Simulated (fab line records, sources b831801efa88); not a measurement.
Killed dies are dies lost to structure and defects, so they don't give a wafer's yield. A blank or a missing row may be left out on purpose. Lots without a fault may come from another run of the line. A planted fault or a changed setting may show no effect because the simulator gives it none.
Problem report in the 8D (eight disciplines) form, filled by code | flow sky130 | the parts of the form that need people (team, actions taken, sign-off) are left out

1. THE PROBLEM
rf_fwd_power_W at SKY_METAL1_ETCH_18 reads a mean of 574.1 W on 6 wafers of 2 lots; wafers without a fault read 495.4 W with a standard deviation of 1.6. That is +49 standard deviations from the usual mean.
The step: etches BARC in N2/H2, stops on SiO2, time 45.9 s, target depth 60 nm.
First seen on wafer L729.4, day 34 01:47, on rie_metal-03. The record holds 18 wafers of 6 lots with a number at this step. Rule for "out", or "out of limits": more than 4 standard deviations from the usual mean. The other wafers with a number count as sound.

2. WHAT IT IS AND WHAT IT IS NOT
question                    | is                     | is not
which readings at this step | rf_fwd_power_W         | drypump_motor_current_A, oes_product_au, throttle_valve_pct
which lots                  | L729, L731             | L740, L743, L745, L748
which wafers of those lots  | all that have a number | -
read on which tools         | rie_metal-03           | rie_metal-01, rie_metal-04
when                        | from day 34 01:47      | up to then (0 sound wafers); but 12 sound wafers of L740, L743, L745, L748 came after

3. SUSPECTS, AND WHAT RULES EACH OUT
Counting: a tool at a process step up to the reading stays a suspect if it ran every lot that is out and no sound lot after the first of them.
- rie_metal-03 at SKY_METAL1_DESCUM_17 (chemistry O2, time 8 s): ruled out as a lasting fault. Sound lots L745 ran on it after its first lot that is out, L729 (day 34 01:41).
- rie_metal-03 at SKY_METAL1_ETCH_18 (etches BARC in N2/H2, stops on SiO2, time 45.9 s, target depth 60 nm): ruled out as a lasting fault. Sound lots L745 ran on it after its first lot that is out, L729 (day 34 01:47).
Left after counting: nothing in the record.

4. THE CAUSE (what the simulator had put in)
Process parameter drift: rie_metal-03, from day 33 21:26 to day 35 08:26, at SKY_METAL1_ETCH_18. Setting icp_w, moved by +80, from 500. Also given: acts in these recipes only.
Counting ruled it out, wrongly.

5. THE CHAIN OF EFFECTS, in route order
Each row: a reading whose mean over the struck wafers that have a number lies more than 3 standard deviations from the usual. Only readings for which the record gives a usual standard deviation are gone through. hours: the time from each lot's start at the first step in this table that gives one to its start at this step, as a median over the lots. sigmas: the change in usual standard deviations.
hours | step               | reading        | usual   | on struck wafers | change | sigmas
0     | SKY_METAL1_ETCH_18 | rf_fwd_power_W | 495.4 W | 574.1            | +78.8  | +49
The process steps in it:
- SKY_METAL1_ETCH_18: etches BARC in N2/H2, stops on SiO2, time 45.9 s, target depth 60 nm.

6. WHAT WOULD HAVE CAUGHT IT SOONER
In this record the first reading out of limits was taken at day 34 01:47, 4 hours after the fault began at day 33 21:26.
